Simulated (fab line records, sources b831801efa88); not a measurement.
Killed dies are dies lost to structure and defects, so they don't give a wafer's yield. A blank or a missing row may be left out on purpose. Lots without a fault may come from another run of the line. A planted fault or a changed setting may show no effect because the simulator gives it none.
Which tool did it? | flow sfq_line | 7 lots, 21 wafers sampled, at 4 steps of a route of 325

WHAT THE GAUGES READ, wafer by wafer
SFQ_M2_RS_MEAS_914: measures by four-point-probe.
lot  | measured     | on            | M2_NB_RS (ohm/sq)
L720 | day 14 21:59 | film_metro-03 | 0.897 0.884 0.890
L725 | day 16 16:02 | film_metro-04 | 0.888 0.889 0.886
L731 | day 19 02:48 | film_metro-02 | 0.887 0.888 0.883
L734 | day 20 11:46 | film_metro-03 | - - -
L736 | day 21 12:05 | film_metro-02 | 0.898 0.884 0.907
L739 | day 22 12:10 | film_metro-04 | 0.903 0.895 0.885
L742 | day 23 19:23 | film_metro-04 | 0.879 0.883 0.894

WHICH TOOL RAN EACH LOT (tool, then ch and the chambers of the sampled wafers, then the start)
lot  | SFQ_TRILAYER_L0_VIA_STRIP_STRIP_017 | SFQ_TRILAYER_I0_VIA_STRIP_STRIP_035 | SFQ_TRILAYER_M2_DEP_SPUTTER_055
L720 | rie_metal-04 ch 0,1, day 5 10:26    | rie_metal-01 ch 0,1, day 8 21:25    | pvd_sputter-03, day 14 21:51
L725 | rie_metal-03 ch 0,1, day 6 12:44    | rie_metal-03 ch 0,1, day 10 12:55   | pvd_sputter-06, day 16 15:57
L731 | rie_metal-03 ch 0,1, day 8 03:08    | rie_metal-01 ch 0,1, day 12 14:07   | pvd_sputter-03, day 19 02:43
L734 | rie_metal-03 ch 0,1, day 8 23:32    | rie_metal-03 ch 0,1, day 13 16:37   | pvd_sputter-05, day 20 11:40
L736 | rie_metal-01 ch 0,1, day 10 01:17   | rie_metal-02 ch 0,1, day 14 08:25   | pvd_sputter-05, day 21 12:00
L739 | rie_metal-04 ch 0,1, day 10 21:14   | rie_metal-01 ch 0,1, day 15 07:13   | pvd_sputter-06, day 22 12:05
L742 | rie_metal-01 ch 0,1, day 11 11:38   | rie_metal-02 ch 0,1, day 16 03:11   | pvd_sputter-05, day 23 19:18
- SFQ_TRILAYER_L0_VIA_STRIP_STRIP_017: strips in O2.
- SFQ_TRILAYER_I0_VIA_STRIP_STRIP_035: strips in O2.
- SFQ_TRILAYER_M2_DEP_SPUTTER_055: material Nb, target thk 200 nm, time 133.3 s.

THE ANSWER, worked out from the rows above alone
Rule: what is usual is taken from the lots themselves. Put in order of their means at a reading, lots are off if they are a third of the lots or fewer, leave a main group of 4 or more, and stand apart from it by a gap of 3 or more times the standard deviation of the main group's means; of several such gaps the widest counts. A main group whose means are all the same, to the digits that the tables above print for the reading, isn't used. A lot without any number at a reading at which 4 lots or more have one is off too. The other lots that the step has rows for count as sound.
Off: L734, at SFQ_M2_RS_MEAS_914 (M2_NB_RS). Without a number there: L734. The main group: mean 0.890 ohm/sq, standard deviation 0.0041.
A tool fits if, at a process step before that reading, it ran every lot that is off, and no sound lot after the first of them. The gauges at SFQ_M2_RS_MEAS_914 are tried like those tools. Can't be told from this: 2 tools fit, rie_metal-03 at SFQ_TRILAYER_L0_VIA_STRIP_STRIP_017 and SFQ_TRILAYER_I0_VIA_STRIP_STRIP_035, film_metro-03 at SFQ_M2_RS_MEAS_914.

WHAT THE SIMULATOR HAD PUT IN
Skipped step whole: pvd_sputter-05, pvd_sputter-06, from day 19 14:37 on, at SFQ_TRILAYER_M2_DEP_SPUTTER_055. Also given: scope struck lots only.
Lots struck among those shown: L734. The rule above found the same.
